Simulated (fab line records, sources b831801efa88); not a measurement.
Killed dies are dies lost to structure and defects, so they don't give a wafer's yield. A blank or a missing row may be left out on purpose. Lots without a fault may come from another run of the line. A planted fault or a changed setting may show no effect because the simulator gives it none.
Chamber matching | flow gf180mcu | GF_V3_CMP_04 on cmp-01: 4 sister chambers
The step polishes SiO2. 22 wafers are shown with their chamber, then 11 later ones without.

WAFERS WITH THEIR CHAMBER
wafer  | chamber | motor_current_A (A) | time_to_endpoint_s (s)
L076.1 | 2       | 12.0                | 76
L076.2 | 1       | 10.8                | 81
L076.4 | 3       | 11.1                | 85
L077.1 | 2       | 12.2                | 84
L077.3 | 1       | 11.7                | 86
L077.6 | 0       | 10.7                | 87
L078.2 | 0       | 11.2                | 81
L078.4 | 3       | 11.0                | 76
L078.6 | 0       | 10.9                | 79
L079.1 | 2       | 12.3                | 76
L079.3 | 0       | 11.1                | 78
L079.6 | 3       | 11.1                | 77
L084.3 | 0       | 10.9                | 81
L084.5 | 3       | 11.6                | 85
L084.6 | 2       | 12.2                | 86
L085.2 | 0       | 11.0                | 81
L085.4 | 1       | 11.5                | 88
L085.6 | 2       | 12.7                | 88
L087.2 | 3       | 11.1                | 76
L087.4 | 0       | 10.9                | 82
L087.6 | 0       | 11.1                | 79
L088.2 | 0       | 11.0                | 79

SIGNATURES (means of the wafers above)
reading            | chamber 0 | chamber 1 | chamber 2 | chamber 3 | scatter within a chamber
motor_current_A    | 10.978    | 11.333    | 12.280    | 11.180    | 0.249
time_to_endpoint_s | 80.78     | 85.00     | 82.00     | 79.80     | 4.1
Rule: a wafer's distance from a chamber is the root of the sum, over the readings, of the square of ((its reading less the chamber's mean) divided by the reading's scatter). The wafer belongs to the nearest chamber; if the next one is less than 2 further off, it can't be placed. The scatter: the root of (the sum of the squares of (reading less its chamber's mean) over the shown wafers, divided by (wafers less chambers)).

WAFERS WITHOUT THEIR CHAMBER
wafer  | motor_current_A (A) | time_to_endpoint_s (s)
L088.3 | 12.3                | 84
L088.6 | 11.8                | 79
L092.2 | 12.9                | 80
L092.3 | 11.6                | 77
L092.5 | 12.2                | 81
L095.2 | 12.6                | 84
L095.3 | 11.4                | 81
L095.4 | 11.3                | 86
L097.1 | 11.1                | 87
L097.2 | 11.5                | 81
L097.4 | 11.4                | 91

WHICH CHAMBER EACH WENT THROUGH
wafer  | from the rows above               | in truth
L088.3 | 2                                 | 2
L088.6 | can't be placed: 2 or 1 or 3 or 0 | 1
L092.2 | 2                                 | 2
L092.3 | can't be placed: 3 or 1 or 0 or 2 | 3
L092.5 | 2                                 | 2
L095.2 | 2                                 | 2
L095.3 | can't be placed: 3 or 1 or 0      | 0
L095.4 | can't be placed: 1 or 3 or 0      | 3
L097.1 | can't be placed: 1 or 0 or 3      | 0
L097.2 | can't be placed: 1 or 3 or 0 or 2 | 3
L097.4 | can't be placed: 1 or 3 or 0      | 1
Placed correctly: 4 of 11. Can't be placed from these rows: 7 (the true chamber is among the candidates in 7). Placed wrongly: 0.
